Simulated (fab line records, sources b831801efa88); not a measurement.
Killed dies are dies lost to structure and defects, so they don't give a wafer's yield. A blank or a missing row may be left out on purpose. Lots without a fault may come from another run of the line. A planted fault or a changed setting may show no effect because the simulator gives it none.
fab line records | flow sky130
record lots=13 wafers=39 last_day=50
route steps=708 shown CAPM@550 VIA3@576 CAP2M@605 PAD_OPEN@708
lots that met no fault: from a run of the same line without faults
start_h: hours from the record's first day to the start of the lot's first wafer shown | wait_h: hours since the lot's step before | " the same as in the row above | L1.1+2: a row that stands for several wafers | - no value, or no start given | * or withheld: withheld | < > ~ a bound
route shown NAME@n: a module of which the file shows steps, and the number in the route of the first | usual: mean/standard deviation of fault-free wafers | same: alike in all rows | chamber/n: place in a boat | sites: the reading at each site | _std_site: their standard deviation | _edge_site: outer sites' mean less inner sites' | radius_mm: how far each site lies from the wafer's centre | mask NAME#n: copy n | behind: the tool/chamber that last shaped the wafer | hold: why the lot was held/for how many hours/how that ended | device: the transistor (n, p or np) that didn't switch | end of line: the same wafers' tests at the end of the route | a step without rows: its recipe alone | killed: dies lost to structure and defects at the first sort, not the wafer's yield | map: a wafer's dies, x killed, . not, _ none there
set.NAME: the setting as run; set.NAME@STEP: as run at that earlier step | model.NAME: the simulator's own value behind a step, which no gauge read
steps of the route over a sample of lots; a table a step, a row a wafer
services: from which hour (start_h, from the record's first day; less than 0 if before it) a tool's chamber was out of use, for how many hours, and why
## steps
# step SKY_CAPM_METAL_ETCH_13
# recipe target_depth_nm=220 stop_on=SiO2 chemistry=Cl2/BCl3 target=TiN pressure_mtorr=10 icp_w=900 bias_w=48.5 Cl2_flow_sccm=60 bcl3_flow_sccm=30 time_s=62.9
# usual drypump_motor_current_A=5.6/0.33 oes_product_au=0.943/0.0073 throttle_valve_pct=21.901/0.0099
# columns lot.wafer tool chamber start_h wait_h drypump_motor_current_A oes_product_au rf_hours_counter_h throttle_valve_pct
L286.2 rie_metal-01 1 868.15 0.0 5.2 0.936 7 21.900
L286.3 " 0 " " 5.1 0.943 - 21.910
L286.4 " 1 " " 5.3 0.941 - 21.900
L287.3 rie_metal-04 1 883.27 0.0 5.5 0.952 - 21.880
L287.5 " 1 " " 5.4 0.954 - 21.884
L287.6 " 0 " " 6.2 0.947 - 21.909
L288.2 rie_metal-04 0 886.00 0.0 6.2 0.935 6 21.895
L288.4 " 0 " " 6.1 0.945 - 21.884
L288.6 " 0 " " 6.2 0.947 - 21.911
L292.1 rie_metal-04 1 918.15 0.0 5.5 0.945 17 21.895
L292.3 " 0 " " 6.2 0.938 - 21.895
L292.5 " 0 " " 6.1 0.937 - 21.890
L295.3 rie_metal-04 0 946.57 0.0 6.1 0.941 - 21.897
L295.4 " 1 " " 5.5 0.929 - 21.902
L295.5 " 1 " " 5.4 0.945 - 21.874
L297.2 rie_metal-04 1 957.50 0.0 5.4 0.940 19 21.896
L297.3 " 1 " " 5.4 0.935 - 21.907
L297.4 " 0 " " 6.2 0.934 - 21.909
L298.4 rie_metal-04 1 966.72 0.0 5.5 0.936 - 21.905
L298.5 " 1 " " 5.5 0.938 - 21.900
L298.6 " 0 " " 6.2 0.940 - 21.904
L299.1 rie_metal-04 0 969.90 0.0 6.1 0.950 9 21.907
L299.4 " 1 " " 5.5 0.931 - 21.896
L299.6 " 0 " " 6.1 0.944 - 21.902
L300.1 rie_metal-01 0 980.80 0.0 5.1 0.949 5 21.899
L300.3 " 0 " " 5.1 0.952 - 21.901
L300.4 " 0 " " 5.1 0.947 - 21.892
L301.1 rie_metal-03 1 987.35 0.0 5.6 0.936 13 21.901
L301.4 " 0 " " 5.6 0.949 - 21.907
L301.6 " 1 " " 5.6 0.959 - 21.870
L304.2 rie_metal-03 1 1007.90 0.0 5.6 0.941 14 21.900
L304.4 " 0 " " 5.6 0.944 - 21.901
L304.5 " 0 " " 5.6 0.931 - 21.924
L308.1 rie_metal-01 0 1028.85 0.0 5.1 0.936 9 21.896
L308.3 " 1 " " 5.2 0.939 - 21.897
L308.4 " 0 " " 5.1 0.953 - 21.894
L309.2 rie_metal-03 1 1033.60 0.0 5.6 0.954 16 21.897
L309.3 " 1 " " 5.6 0.956 - 21.885
L309.6 " 1 " " 5.6 0.952 - 21.893
# step SKY_VIA3_BOW_MEAS_03
# recipe mode=bow
# usual VIA3_BOW=79/7.2
# columns lot.wafer tool chamber start_h wait_h VIA3_BOW[um]
L286.2 film_metro-04 - 896.94 0.3 79
L286.3 " - " " 72
L286.4 " - " " 80
L287.3 film_metro-02 - 911.13 0.2 80
L287.5 " - " " 78
L287.6 " - " " 75
L288.2 film_metro-04 - 917.21 0.2 79
L288.4 " - " " 85
L288.6 " - " " 65
L292.1 film_metro-01 - 945.23 0.1 78
L292.3 " - " " 76
L292.5 " - " " 76
L295.3 film_metro-04 - 972.27 0.1 71
L295.4 " - " " 82
L295.5 " - " " 85
L297.2 film_metro-04 - 984.06 0.2 84
L297.3 " - " " 78
L297.4 " - " " 92
L298.4 film_metro-02 - 992.91 0.2 72
L298.5 " - " " 87
L298.6 " - " " 72
L299.1 film_metro-04 - 996.30 0.2 76
L299.4 " - " " 84
L299.6 " - " " 87
L300.1 film_metro-01 - 1006.57 0.2 81
L300.3 " - " " 84
L300.4 " - " " 73
L301.1 film_metro-04 - 1013.86 0.2 85
L301.4 " - " " 96
L301.6 " - " " 86
L304.2 film_metro-02 - 1032.98 0.1 75
L304.4 " - " " 61
L304.5 " - " " 83
L308.1 film_metro-02 - 1053.77 0.2 83
L308.3 " - " " 73
L308.4 " - " " 71
L309.2 film_metro-04 - 1058.24 0.1 73
L309.3 " - " " 75
L309.6 " - " " 87
# step SKY_VIA3_CVD_21
# recipe material=W target_thk_nm=390 time_s=117.31 temp_c=400 pressure_torr=40
# usual chamber_pressure_Torr=40.00/0.083 heater_power_outer_w=506/19 heater_power_w=832/36
# columns lot.wafer tool chamber start_h wait_h chamber_pressure_Torr heater_power_outer_w heater_power_w
L286.2 cvd_w-01 1 922.79 0.0 40.07 512 794
L286.3 " 1 " " 39.98 509 790
L286.4 " 0 " " 39.88 525 875
L287.3 cvd_w-01 0 935.85 0.1 39.88 515 868
L287.5 " 1 " " 39.94 523 811
L287.6 " 0 " " 39.94 528 874
L288.2 cvd_w-02 1 942.28 0.0 40.13 489 776
L288.4 " 1 " " 40.06 487 807
L288.6 " 1 " " 40.04 483 803
L292.1 cvd_w-02 0 970.48 0.0 40.10 474 852
L292.3 " 0 " " 40.06 487 818
L292.5 " 1 " " 40.01 493 791
L295.3 cvd_w-01 1 997.20 0.1 40.07 510 806
L295.4 " 0 " " 40.06 520 895
L295.5 " 1 " " 39.99 521 792
L297.2 cvd_w-02 1 1008.73 0.0 39.94 482 812
L297.3 " 0 " " 39.93 484 834
L297.4 " 1 " " 40.11 491 805
L298.4 cvd_w-02 1 1017.03 0.1 39.97 486 803
L298.5 " 0 " " 39.91 483 810
L298.6 " 1 " " 39.92 481 786
L299.1 cvd_w-02 1 1020.20 0.0 - - -
L299.4 " 0 " " - - -
L299.6 " 1 " " - - -
L300.1 cvd_w-02 0 1030.17 0.0 - - -
L300.3 " 0 " " - - -
L300.4 " 1 " " - - -
L301.1 cvd_w-02 1 1037.64 0.0 - - -
L301.4 " 1 " " - - -
L301.6 " 1 " " - - -
L304.2 cvd_w-01 1 1056.59 0.0 39.91 514 809
L304.4 " 0 " " 40.09 529 856
L304.5 " 1 " " 40.05 506 794
L308.1 cvd_w-02 0 1076.07 0.0 39.89 487 821
L308.3 " 0 " " 40.04 488 840
L308.4 " 1 " " 39.95 499 809
L309.2 cvd_w-01 1 1080.25 0.0 40.03 514 819
L309.3 " 1 " " 40.17 508 798
L309.6 " 0 " " 39.92 515 896
# step SKY_VIA3_RS_MEAS_22
# recipe thk_meas_gauge=four-point-probe reads=W_of_VIA3_CVD_21+TiN_of_VIA3_SPUTTER_20
# usual VIA3_W_RS=0.291/0.004
# columns lot.wafer tool chamber start_h wait_h hold VIA3_W_RS[ohm/sq]
L286.2 film_metro-02 - 922.94 0.1 - 0.294
L286.3 " - " " - 0.291
L286.4 " - " " - 0.288
L287.3 film_metro-01 - 935.97 0.1 - 0.288
L287.5 " - " " - 0.295
L287.6 " - " " - 0.290
L288.2 film_metro-02 - 942.42 0.1 - 0.289
L288.4 " - " " - 0.289
L288.6 " - " " - 0.289
L292.1 film_metro-01 - 970.60 0.1 - 0.293
L292.3 " - " " - 0.295
L292.5 " - " " - 0.290
L295.3 film_metro-04 - 997.32 0.1 - 0.291
L295.4 " - " " - 0.284
L295.5 " - " " - 0.293
L297.2 film_metro-04 - 1008.87 0.1 - 0.287
L297.3 " - " " - 0.289
L297.4 " - " " - 0.285
L298.4 film_metro-02 - 1017.17 0.1 - 0.292
L298.5 " - " " - 0.295
L298.6 " - " " - 0.289
L299.1 film_metro-01 - 1020.33 0.1 await_dispo/0.2h/release 56.883
L299.4 " - " " await_dispo/0.2h/release 58.319
L299.6 " - " " await_dispo/0.2h/release 59.103
L299.1 film_metro-01 - 1020.61 0.3 - 56.815
L299.4 " - " " - 58.424
L299.6 " - " " - 59.103
L300.1 film_metro-04 - 1030.30 0.1 await_dispo/0.2h/release 59.195
L300.3 " - " " await_dispo/0.2h/release 58.225
L300.4 " - " " await_dispo/0.2h/release 59.199
L300.1 film_metro-04 - 1030.58 0.3 - 59.234
L300.3 " - " " - 58.266
L300.4 " - " " - 59.301
L301.1 film_metro-01 - 1037.76 0.1 await_dispo/0.2h/release 58.904
L301.4 " - " " await_dispo/0.2h/release 56.293
L301.6 " - " " await_dispo/0.2h/release 59.193
L301.1 film_metro-01 - 1038.05 0.3 - 58.903
L301.4 " - " " - 56.473
L301.6 " - " " - 59.163
L304.2 film_metro-02 - 1056.73 0.1 - 0.296
L304.4 " - " " - 0.291
L304.5 " - " " - 0.295
L308.1 film_metro-04 - 1076.20 0.1 - 0.295
L308.3 " - " " - 0.292
L308.4 " - " " - 0.292
L309.2 film_metro-04 - 1080.39 0.1 - 0.294
L309.3 " - " " - 0.291
L309.6 " - " " - 0.291
# step SKY_CAP2M_SPUTTER_02
# recipe material=TiN target_thk_nm=200 temp_c=300 power_w=6500 time_s=166.7 chamber_pressure_pa=0.4
# usual throttle_valve_pct=30.0/0.79
# columns lot.wafer tool chamber start_h wait_h throttle_valve_pct
L286.2 pvd_sputter-04 - 925.08 0.0 29.9
L286.3 " - " " 30.4
L286.4 " - " " 30.2
L287.3 pvd_sputter-04 - 936.65 0.0 30.3
L287.5 " - " " 31.3
L287.6 " - " " 30.3
L288.2 pvd_sputter-04 - 943.12 0.0 29.8
L288.4 " - " " 30.5
L288.6 " - " " 31.4
L292.1 pvd_sputter-01 - 971.45 0.1 28.4
L292.3 " - " " 29.3
L292.5 " - " " 29.1
L295.3 pvd_sputter-04 - 997.99 0.0 31.3
L295.4 " - " " 29.8
L295.5 " - " " 31.0
L297.2 pvd_sputter-01 - 1009.57 0.0 30.2
L297.3 " - " " 31.4
L297.4 " - " " 28.4
L298.4 pvd_sputter-02 - 1017.83 0.0 28.7
L298.5 " - " " 28.6
L298.6 " - " " 30.4
L304.2 pvd_sputter-04 - 1057.44 0.0 31.6
L304.4 " - " " 30.5
L304.5 " - " " 30.2
L308.1 pvd_sputter-04 - 1076.91 0.1 31.4
L308.3 " - " " 30.3
L308.4 " - " " 30.8
L309.2 pvd_sputter-02 - 1081.28 0.0 30.0
L309.3 " - " " 30.1
L309.6 " - " " 29.9
# step SKY_PAD_OPEN_PROBE_99
# usual defect_limited_yield=82.6/2.1 killed_at_M0_to_M3=42/7.6 killed_at_M4_up=3.4/2 killed_at_contacts=24/5.9 killed_at_front_end=16/4.5 killed_at_other=0.4/0.58 killed_dies=86/10 killed_open=47/7.6 killed_short=39/6.7 sort_bin_3_pad_short=0.9/0.42 sort_bin_5_function=10.3/1.7 sort_bin_6_memory=6.2/1.2 sort_n_pass=406/10 sort_yield_pct=82.6/2.1
# same gross_dies=492 killed_at_back_side=0 sort_bin_4_leakage[%]=0 sort_bin_8_speed[%]=0
# columns lot.wafer tool chamber start_h wait_h defect_limited_yield[%] killed_at_M0_to_M3 killed_at_M4_up killed_at_contacts killed_at_front_end killed_at_other killed_dies killed_open killed_short sort_bin_3_pad_short[%] sort_bin_5_function[%] sort_bin_6_memory[%] sort_n_pass sort_yield_pct[%]
L286.2 prober-02 - 1070.18 0.1 84.8 39 2 20 14 0 75 34 41 1.2 9.6 4.5 417 84.8
L286.3 prober-02 - 1070.23 0.2 82.9 45 1 18 20 0 84 48 36 0.8 10.4 5.9 408 82.9
L286.4 prober-02 - 1070.28 0.2 85.8 39 3 23 5 0 70 41 29 0.4 9.1 4.7 422 85.8
L287.3 prober-02 - 1082.08 0.2 84.1 42 2 20 14 0 78 43 35 1.4 7.5 6.9 414 84.1
L287.5 prober-02 - 1082.18 0.2 84.1 33 8 22 15 0 78 39 39 1.6 9.6 4.7 414 84.1
L287.6 prober-02 - 1082.23 0.2 81.9 37 4 31 16 1 89 47 42 0.6 10.4 7.1 403 81.9
L288.2 prober-02 - 1087.33 0.1 84.3 38 5 18 15 1 77 34 42 1.4 8.7 5.5 415 84.3
L288.4 prober-02 - 1087.43 0.2 79.1 42 3 29 28 1 103 58 45 1.2 10.8 8.9 389 79.1
L288.6 prober-02 - 1087.53 0.2 81.5 48 2 20 20 1 91 49 40 1.0 9.8 7.7 401 81.5
L292.1 prober-02 - 1110.84 0.1 81.7 38 3 33 15 1 90 52 37 1.8 10.8 5.7 402 81.7
L292.3 prober-02 - 1110.94 0.2 80.5 49 3 24 18 2 96 60 34 1.6 10.2 7.7 396 80.5
L292.5 prober-02 - 1111.04 0.2 83.7 38 5 22 15 0 80 37 42 1.8 8.7 5.7 412 83.7
L295.3 prober-02 - 1131.97 0.2 80.7 40 2 38 15 0 95 58 37 0.6 12.8 5.9 397 80.7
L295.4 prober-02 - 1132.02 0.2 83.5 38 4 21 18 0 81 44 37 0.8 9.3 6.3 411 83.5
L295.5 prober-02 - 1132.07 0.2 83.3 36 5 20 20 1 82 43 38 1.2 10.2 5.3 410 83.3
L297.2 prober-02 - 1142.90 0.2 85.2 40 6 18 9 0 73 37 36 0.6 9.1 5.1 419 85.2
L297.3 prober-02 - 1142.95 0.3 85.0 31 3 27 13 0 74 44 30 0.8 11.0 3.3 418 85.0
L297.4 prober-02 - 1143.00 0.3 84.3 34 4 27 12 0 77 45 32 0.4 9.3 5.9 415 84.3
L298.4 prober-02 - 1149.44 0.2 80.5 49 4 21 21 1 96 51 45 1.2 10.4 7.9 396 80.5
L298.5 prober-02 - 1149.49 0.2 80.7 45 3 32 14 1 95 46 47 0.4 12.6 6.3 397 80.7
L298.6 prober-02 - 1149.54 0.2 82.1 49 2 19 17 1 88 45 43 1.0 10.6 6.3 404 82.1
L304.2 prober-02 - 1179.88 0.1 86.4 36 1 17 13 0 67 35 32 0.8 5.1 7.7 425 86.4
L304.4 prober-02 - 1179.98 0.2 78.9 61 1 25 16 1 104 52 52 0.8 13.0 7.3 388 78.9
L304.5 prober-02 - 1180.03 0.2 85.0 37 3 19 15 0 74 47 27 0.6 7.5 6.9 418 85.0
L308.1 prober-02 - 1195.63 0.1 80.9 43 2 32 17 0 94 54 38 1.2 11.2 6.7 398 80.9
L308.3 prober-02 - 1195.73 0.2 82.3 40 4 26 16 1 87 49 38 0.4 12.8 4.5 405 82.3
L308.4 prober-02 - 1195.78 0.2 84.3 40 1 15 21 0 77 48 28 0.6 8.9 6.1 415 84.3
L309.2 prober-02 - 1200.92 2.0 85.0 39 4 16 15 0 74 44 30 1.0 8.7 5.3 418 85.0
L309.3 prober-02 - 1200.97 2.0 82.1 45 1 27 15 0 88 47 41 1.0 12.2 4.7 404 82.1
L309.6 prober-02 - 1201.12 2.1 82.5 48 5 22 11 0 86 46 40 0.4 10.8 6.3 406 82.5
# killed by level:class
L286.2 CONTACT:geometric_particle:open=9 VIA1:geometric_particle:open=9 METAL1:geometric_particle:short=6 METAL2:geometric_particle:short=5 CONTACT:geometric_particle:short=4 VIA1:geometric_particle:short=4 VIA2:geometric_particle:open=4 FIELD_ISO:geometric_particle:short=3
L286.3 VIA1:geometric_particle:open=13 VIA2:geometric_particle:open=7 POLY_GATE:geometric_particle:short=6 LI_CONTACT:geometric_particle:open=6 CONTACT:geometric_particle:open=6 METAL1:geometric_particle:short=6 VIA3:geometric_particle:open=6 FIELD_ISO:geometric_particle:short=5
L286.4 CONTACT:geometric_particle:open=9 VIA1:geometric_particle:open=8 LI_CONTACT:geometric_particle:open=8 METAL1:geometric_particle:short=6 METAL1:geometric_particle:open=5 VIA2:geometric_particle:open=4 VIA3:geometric_particle:open=4 CONTACT:geometric_particle:short=3
L287.3 VIA1:geometric_particle:open=16 LOCAL_INTERCONNECT:geometric_particle:short=6 VIA3:geometric_particle:open=6 CONTACT:geometric_particle:open=5 VIA3:geometric_particle:short=5 LI_CONTACT:geometric_particle:open=4 POLY_GATE:geometric_particle:short=4 METAL1:geometric_particle:open=4
L287.5 CONTACT:geometric_particle:open=10 LOCAL_INTERCONNECT:geometric_particle:short=8 VIA1:geometric_particle:open=8 VIA3:geometric_particle:open=7 METAL4:geometric_particle:short=7 METAL3:geometric_particle:short=6 FIELD_ISO:geometric_particle:short=4 FIELD_ISO:geometric_particle:open=3
L287.6 CONTACT:geometric_particle:open=9 LI_CONTACT:geometric_particle:open=8 VIA1:geometric_particle:open=8 VIA3:geometric_particle:open=7 CONTACT:geometric_particle:short=7 LOCAL_INTERCONNECT:geometric_particle:short=6 FIELD_ISO:geometric_particle:open=4 FIELD_ISO:geometric_particle:short=4
L288.2 VIA1:geometric_particle:open=8 FIELD_ISO:geometric_particle:short=6 VIA1:geometric_particle:short=6 LI_CONTACT:geometric_particle:open=5 CONTACT:geometric_particle:open=5 CONTACT:geometric_particle:short=4 METAL1:geometric_particle:short=4 VIA2:geometric_particle:open=4
L288.4 CONTACT:geometric_particle:open=12 POLY_GATE:geometric_particle:open=11 VIA1:geometric_particle:open=10 LI_CONTACT:geometric_particle:open=8 METAL2:geometric_particle:short=8 LOCAL_INTERCONNECT:geometric_particle:short=5 FIELD_ISO:geometric_particle:short=5 SPACER:geometric_particle:open=5
L288.6 VIA1:geometric_particle:open=13 CONTACT:geometric_particle:open=10 VIA1:geometric_particle:short=9 METAL1:geometric_particle:short=7 VIA2:geometric_particle:open=6 FIELD_ISO:geometric_particle:open=5 POLY_GATE:geometric_particle:open=4 SPACER:geometric_particle:short=3
L292.1 CONTACT:geometric_particle:open=16 VIA3:geometric_particle:open=9 VIA1:geometric_particle:open=8 METAL3:geometric_particle:short=6 LI_CONTACT:geometric_particle:open=5 CONTACT:geometric_particle:short=5 METAL2:geometric_particle:short=5 FIELD_ISO:geometric_particle:short=3
L292.3 CONTACT:geometric_particle:open=12 VIA1:geometric_particle:open=9 FIELD_ISO:geometric_particle:open=8 VIA2:geometric_particle:open=8 VIA1:geometric_particle:short=8 POLY_GATE:geometric_particle:open=5 LI_CONTACT:geometric_particle:open=5 VIA2:geometric_particle:short=5
L292.5 VIA1:geometric_particle:open=10 CONTACT:geometric_particle:open=7 METAL2:geometric_particle:short=6 POLY_GATE:geometric_particle:short=5 LI_CONTACT:geometric_particle:open=5 VIA3:geometric_particle:short=5 POLY_GATE:geometric_particle:open=4 CONTACT:geometric_particle:short=4
L295.3 VIA1:geometric_particle:open=12 LI_CONTACT:geometric_particle:open=11 CONTACT:geometric_particle:open=10 VIA1:geometric_particle:short=8 LOCAL_INTERCONNECT:geometric_particle:short=7 FIELD_ISO:geometric_particle:open=6 CONTACT:geometric_particle:short=5 VIA2:geometric_particle:open=5
L295.4 VIA1:geometric_particle:open=8 CONTACT:geometric_particle:open=7 VIA2:geometric_particle:open=6 VIA3:geometric_particle:open=5 POLY_CUT:geometric_particle:short=4 LI_CONTACT:geometric_particle:open=4 METAL1:geometric_particle:short=4 VIA2:geometric_particle:short=4
L295.5 METAL1:geometric_particle:short=8 FIELD_ISO:geometric_particle:short=7 VIA1:geometric_particle:open=7 LI_CONTACT:geometric_particle:open=7 FIELD_ISO:geometric_particle:open=6 VIA3:geometric_particle:open=5 METAL4:geometric_particle:short=4 CONTACT:geometric_particle:open=4
L297.2 CONTACT:geometric_particle:open=9 VIA1:geometric_particle:open=7 VIA2:geometric_particle:open=7 VIA3:geometric_particle:open=6 VIA1:geometric_particle:short=4 METAL2:geometric_particle:short=4 METAL4:geometric_particle:short=4 METAL3:geometric_particle:short=4
L297.3 LI_CONTACT:geometric_particle:open=11 VIA1:geometric_particle:open=10 CONTACT:geometric_particle:open=7 POLY_GATE:geometric_particle:open=5 VIA3:geometric_particle:open=4 CONTACT:geometric_particle:short=4 VIA2:geometric_particle:open=4 METAL3:geometric_particle:short=4
L297.4 LI_CONTACT:geometric_particle:open=12 VIA1:geometric_particle:open=8 METAL2:geometric_particle:short=7 CONTACT:geometric_particle:open=5 VIA2:geometric_particle:open=5 FIELD_ISO:geometric_particle:short=4 LOCAL_INTERCONNECT:geometric_particle:open=4 METAL1:geometric_particle:short=4
L298.4 VIA1:geometric_particle:open=11 CONTACT:geometric_particle:open=9 FIELD_ISO:geometric_particle:short=7 VIA3:geometric_particle:open=7 FIELD_ISO:geometric_particle:open=6 LI_CONTACT:geometric_particle:open=6 METAL1:geometric_particle:short=6 VIA2:geometric_particle:open=6
L298.5 CONTACT:geometric_particle:open=15 VIA2:geometric_particle:open=10 CONTACT:geometric_particle:short=8 VIA1:geometric_particle:open=8 METAL2:geometric_particle:short=7 METAL1:geometric_particle:short=5 LI_CONTACT:geometric_particle:open=4 FIELD_ISO:geometric_particle:open=3
L298.6 VIA2:geometric_particle:open=9 VIA1:geometric_particle:open=8 VIA1:geometric_particle:short=8 CONTACT:geometric_particle:open=7 LOCAL_INTERCONNECT:geometric_particle:short=6 METAL2:geometric_particle:short=6 FIELD_ISO:geometric_particle:open=5 VIA3:geometric_particle:open=5
L304.2 LI_CONTACT:geometric_particle:open=8 METAL2:geometric_particle:short=8 VIA2:geometric_particle:open=7 METAL1:geometric_particle:short=6 POLY_GATE:geometric_particle:open=5 CONTACT:geometric_particle:open=5 POLY_GATE:geometric_particle:short=4 VIA1:geometric_particle:open=4
L304.4 VIA1:geometric_particle:open=12 LI_CONTACT:geometric_particle:open=11 METAL1:geometric_particle:short=10 METAL2:geometric_particle:short=10 FIELD_ISO:geometric_particle:short=6 VIA3:geometric_particle:open=6 LI_CONTACT:geometric_particle:short=5 CONTACT:geometric_particle:open=5
L304.5 VIA1:geometric_particle:open=9 VIA2:geometric_particle:open=8 LI_CONTACT:geometric_particle:open=6 CONTACT:geometric_particle:open=6 FIELD_ISO:geometric_particle:open=5 CONTACT:geometric_particle:short=5 METAL2:geometric_particle:short=5 VIA1:geometric_particle:short=4
L308.1 LI_CONTACT:geometric_particle:open=11 CONTACT:geometric_particle:open=9 VIA3:geometric_particle:open=9 VIA2:geometric_particle:open=5 LOCAL_INTERCONNECT:geometric_particle:short=5 CONTACT:geometric_particle:short=5 VIA1:geometric_particle:open=5 POLY_GATE:geometric_particle:open=4
L308.3 CONTACT:geometric_particle:open=9 METAL1:geometric_particle:short=8 LI_CONTACT:geometric_particle:open=7 VIA1:geometric_particle:open=7 LOCAL_INTERCONNECT:geometric_particle:short=5 METAL2:geometric_particle:short=5 VIA3:geometric_particle:open=5 POLY_GATE:geometric_particle:open=4
L308.4 VIA1:geometric_particle:open=10 VIA3:geometric_particle:open=9 CONTACT:geometric_particle:open=5 POLY_GATE:geometric_particle:open=5 METAL2:geometric_particle:short=5 FIELD_ISO:geometric_particle:short=4 FIELD_ISO:geometric_particle:open=3 POLY_GATE:geometric_particle:short=3
L309.2 VIA1:geometric_particle:open=8 METAL1:geometric_particle:short=7 VIA3:geometric_particle:open=7 VIA2:geometric_particle:open=7 LI_CONTACT:geometric_particle:open=5 CONTACT:geometric_particle:open=5 POLY_GATE:geometric_particle:open=4 LOCAL_INTERCONNECT:geometric_particle:short=4
L309.3 VIA1:geometric_particle:open=11 CONTACT:geometric_particle:open=10 VIA3:geometric_particle:short=8 LI_CONTACT:geometric_particle:open=6 VIA3:geometric_particle:open=6 LOCAL_INTERCONNECT:geometric_particle:short=5 POLY_GATE:geometric_particle:short=4 VIA2:geometric_particle:open=4
L309.6 VIA3:geometric_particle:open=12 LI_CONTACT:geometric_particle:open=8 METAL1:geometric_particle:short=8 METAL2:geometric_particle:short=8 LOCAL_INTERCONNECT:geometric_particle:short=6 VIA1:geometric_particle:open=6 VIA2:geometric_particle:open=5 CONTACT:geometric_particle:open=4
## services
# columns tool chamber start_h hours kind
cvd_w-02 0 847.85 3.0 repair
cvd_w-02 - 849.37 1.4 repair
cvd_w-01 - 853.42 2.8 pm
cvd_w-02 - 857.63 0.6 repair
cvd_w-01 - 904.00 14.0 pm
cvd_w-01 1 924.39 6.7 repair
rie_metal-01 1 925.51 7.2 repair
pvd_sputter-01 - 932.96 5.0 repair
pvd_sputter-01 - 941.20 2.6 repair
rie_metal-03 1 947.00 2.8 repair
rie_metal-01 1 971.59 47.0 repair
pvd_sputter-04 - 988.66 1.4 repair
rie_metal-01 - 994.03 2.8 pm
rie_metal-01 0 1018.13 6.6 repair
rie_metal-04 1 1023.06 - clean
rie_metal-04 1 1023.06 29.1 scheduled_down
rie_metal-04 1 1023.06 29.1 vent_cycle
rie_metal-04 - 1028.83 5.8 repair
pvd_sputter-02 - 1034.69 4.7 repair
pvd_sputter-02 - 1054.41 2.0 repair
rie_metal-01 0 1059.14 10.0 repair
pvd_sputter-01 - 1060.07 2.2 repair
pvd_sputter-04 - 1061.34 1.2 repair
pvd_sputter-04 - 1079.67 4.5 repair
## key
first_sign step=SKY_VIA3_CVD_21 reading=tool_record direction=missing
effect step=SKY_VIA3_RS_MEAS_22 reading=visit direction=added
effect step=SKY_VIA3_RS_MEAS_22 reading=VIA3_W_RS direction=up sigmas=99+ usual=0.291 struck=58.368
met_at SKY_VIA3_CVD_21
struck_lots L299,L300,L301
scrapped_behind SKY_VIA3_RS_MEAS_22 L299.1,L299.4,L299.6,L300.1,L300.3,L300.4,L301.1,L301.4,L301.6
not_acting_at SKY_CAPM_METAL_ETCH_13,SKY_VIA3_BOW_MEAS_03,SKY_CAP2M_SPUTTER_02
onset_between 1017.03 1020.20
fault kind=skipped_step_whole tool=cvd_w-02 chamber=- onset_h=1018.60 steps=SKY_VIA3_CVD_21 scope=struck_lots_only
